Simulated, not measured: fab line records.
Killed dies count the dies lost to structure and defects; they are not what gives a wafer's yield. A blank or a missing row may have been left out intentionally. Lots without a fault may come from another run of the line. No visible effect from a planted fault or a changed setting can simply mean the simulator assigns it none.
Which tool did it? + flow sky130 + 14 lots, 42 wafers sampled, at 4 steps of a route of 708

== WHAT THE GAUGES SHOWED, per wafer ==
SKY_CONTACT_BOW_MEAS_05. Usual: for CONTACT_BOW the level is 80 um and the standard deviation is 6.8.
| lot  | measured     | on           | CONTACT_BOW (um) | flag |
|------|--------------|--------------|------------------|------|
| L783 | day 32 07:31 | filmMetro-03 | 81 79 83         |      |
| L784 | day 32 07:42 | filmMetro-04 | 85 90 85         |      |
| L785 | day 32 13:52 | filmMetro-04 | 82 76 73         |      |
| L789 | day 33 02:10 | filmMetro-02 | 85 75 75         |      |
| L793 | day 34 08:35 | filmMetro-04 | 88 85 76         |      |
| L792 | day 34 11:23 | filmMetro-03 | 73 88 81         |      |
| L794 | day 34 14:36 | filmMetro-04 | 80 86 91         |      |
| L795 | day 35 02:29 | filmMetro-03 | 75 82 79         |      |
| L798 | day 36 07:58 | filmMetro-02 | 74 77 93         |      |
| L800 | day 36 14:57 | filmMetro-04 | 73 79 85         |      |
| L801 | day 37 03:32 | filmMetro-03 | 83 76 81         |      |
| L802 | day 37 09:37 | filmMetro-03 | 71 86 73         |      |
| L803 | day 37 15:06 | filmMetro-03 | 79 95 77         |      |
| L804 | day 37 17:07 | filmMetro-03 | 75 77 89         |      |

== WHICH TOOL RAN EACH LOT (tool, then ch and the chambers of the sampled wafers, then the start) ==
| lot  | SKY_RES_XHIGH_DEVELOP_06         | SKY_LI_CONTACT_CMP_02         | SKY_LI_CONTACT_SPUTTER_20   |
|------|----------------------------------|-------------------------------|-----------------------------|
| L783 | lithoTrack-01 ch 0, day 28 15:19 | cmp-02 ch 0,2,3, day 29 19:25 | pvdSputter-01, day 31 01:14 |
| L784 | lithoTrack-02 ch 0, day 28 15:52 | cmp-01 ch 0,2,3, day 29 19:51 | pvdSputter-02, day 31 01:35 |
| L785 | lithoTrack-04 ch 0, day 28 21:35 | cmp-01 ch 0,2,3, day 30 03:12 | pvdSputter-04, day 31 07:41 |
| L789 | lithoTrack-04 ch 0, day 29 11:08 | cmp-02 ch 0,1,3, day 30 17:46 | pvdSputter-01, day 31 21:32 |
| L793 | lithoTrack-02 ch 0, day 30 18:23 | cmp-02 ch 1,2,3, day 31 23:40 | pvdSputter-01, day 33 03:44 |
| L792 | lithoTrack-01 ch 0, day 30 21:44 | cmp-01 ch 2,3, day 32 03:25   | pvdSputter-01, day 33 06:38 |
| L794 | lithoTrack-04 ch 0, day 31 01:55 | cmp-01 ch 0,2,3, day 32 07:04 | pvdSputter-04, day 33 10:16 |
| L795 | lithoTrack-04 ch 0, day 31 13:04 | cmp-02 ch 0,1, day 32 17:40   | pvdSputter-01, day 33 20:55 |
| L798 | lithoTrack-02 ch 0, day 32 20:16 | cmp-02 ch 0,1, day 34 00:10   | pvdSputter-01, day 35 03:29 |
| L800 | lithoTrack-02 ch 0, day 33 03:59 | cmp-02 ch 1,3, day 34 08:01   | pvdSputter-01, day 35 10:57 |
| L801 | lithoTrack-01 ch 0, day 33 16:10 | cmp-02 ch 0,1,3, day 34 20:40 | pvdSputter-04, day 35 23:29 |
| L802 | lithoTrack-04 ch 0, day 33 21:38 | cmp-01 ch 2,3, day 35 02:07   | pvdSputter-04, day 36 05:11 |
| L803 | lithoTrack-02 ch 0, day 34 03:13 | cmp-01 ch 0,3, day 35 07:50   | pvdSputter-04, day 36 10:56 |
| L804 | lithoTrack-02 ch 0, day 34 06:29 | cmp-01 ch 2,3, day 35 10:10   | pvdSputter-02, day 36 12:30 |
- SKY_RES_XHIGH_DEVELOP_06: develop time 60 s.
- SKY_LI_CONTACT_CMP_02: polishes PSG.
- SKY_LI_CONTACT_SPUTTER_20: material TiN, target thk 20 nm, time 80 s.

== AS READ BY THE TOOLS THEMSELVES (means over the sampled wafers that have a number; for cases with no such wafer, the mark the record gives instead) ==
SKY_RES_XHIGH_DEVELOP_06. Usual: developerTempC 22.99 C, standard deviation 0.1.
| lot  | tool          | developerTempC (C) | flag |
|------|---------------|--------------------|------|
| L783 | lithoTrack-01 | 22.98              |      |
| L784 | lithoTrack-02 | 22.88              |      |
| L785 | lithoTrack-04 | 22.99              |      |
| L789 | lithoTrack-04 | 22.93              |      |
| L793 | lithoTrack-02 | 22.93              |      |
| L792 | lithoTrack-01 | 22.97              |      |
| L794 | lithoTrack-04 | 23.97              | OFF  |
| L795 | lithoTrack-04 | 23.89              | OFF  |
| L798 | lithoTrack-02 | 22.97              |      |
| L800 | lithoTrack-02 | 22.80              |      |
| L801 | lithoTrack-01 | 23.14              |      |
| L802 | lithoTrack-04 | 22.95              |      |
| L803 | lithoTrack-02 | 23.03              |      |
| L804 | lithoTrack-02 | 23.06              |      |

SKY_LI_CONTACT_CMP_02. Usual: motorCurrentA 12.0 A, standard deviation 0.95; timeToEndpointS 33.2 s, standard deviation 2.3.
| lot  | tool   | motorCurrentA (A) | timeToEndpointS (s) | flag |
|------|--------|-------------------|---------------------|------|
| L783 | cmp-02 | 11.6              | 32.5                |      |
| L784 | cmp-01 | 11.6              | 35.8                |      |
| L785 | cmp-01 | 11.8              | 32.9                |      |
| L789 | cmp-02 | 12.6              | 32.7                |      |
| L793 | cmp-02 | 11.7              | 35.5                |      |
| L792 | cmp-01 | 11.7              | 33.0                |      |
| L794 | cmp-01 | 11.7              | 30.5                |      |
| L795 | cmp-02 | 12.3              | 33.6                |      |
| L798 | cmp-02 | 12.2              | 36.8                |      |
| L800 | cmp-02 | 12.4              | 32.1                |      |
| L801 | cmp-02 | 12.6              | 32.6                |      |
| L802 | cmp-01 | 11.5              | 31.3                |      |
| L803 | cmp-01 | 11.5              | 29.0                |      |
| L804 | cmp-01 | 12.3              | 29.6                |      |

SKY_LI_CONTACT_SPUTTER_20. Usual: throttleValvePct 30.0 %, standard deviation 1.1.
| lot  | tool          | throttleValvePct (%) | flag |
|------|---------------|----------------------|------|
| L783 | pvdSputter-01 | 30.3                 |      |
| L784 | pvdSputter-02 | 30.9                 |      |
| L785 | pvdSputter-04 | 29.9                 |      |
| L789 | pvdSputter-01 | 29.5                 |      |
| L793 | pvdSputter-01 | 29.7                 |      |
| L792 | pvdSputter-01 | 30.2                 |      |
| L794 | pvdSputter-04 | 29.7                 |      |
| L795 | pvdSputter-01 | 29.7                 |      |
| L798 | pvdSputter-01 | 30.2                 |      |
| L800 | pvdSputter-01 | 29.5                 |      |
| L801 | pvdSputter-04 | 30.3                 |      |
| L802 | pvdSputter-04 | 30.1                 |      |
| L803 | pvdSputter-04 | 30.3                 |      |
| L804 | pvdSputter-02 | 30.2                 |      |

== THE ANSWER, worked out from the rows above alone ==
Rule: a lot counts as off when the mean over its wafers that have a number is more than 3 standard deviations away from the usual mean. Also off: a lot with no number at a reading for which 4 or more lots have one. All remaining lots with rows at the step are treated as sound. After the gauges, taken in route order, come the tools' own readings; for these a lot's mean is taken, as printed above. The first step at which some lot is off is used, and at that step the reading that is off furthest; a lot without a number counts as furthest.
Off: L794, L795 (SKY_RES_XHIGH_DEVELOP_06, developerTempC).
If a tool, at that step or one of the process steps before it, ran each lot that is off and ran no sound lot following the first of them, it fits. Not one of the candidates tried fits.

== WHAT THE SIMULATOR HAD INSERTED ==
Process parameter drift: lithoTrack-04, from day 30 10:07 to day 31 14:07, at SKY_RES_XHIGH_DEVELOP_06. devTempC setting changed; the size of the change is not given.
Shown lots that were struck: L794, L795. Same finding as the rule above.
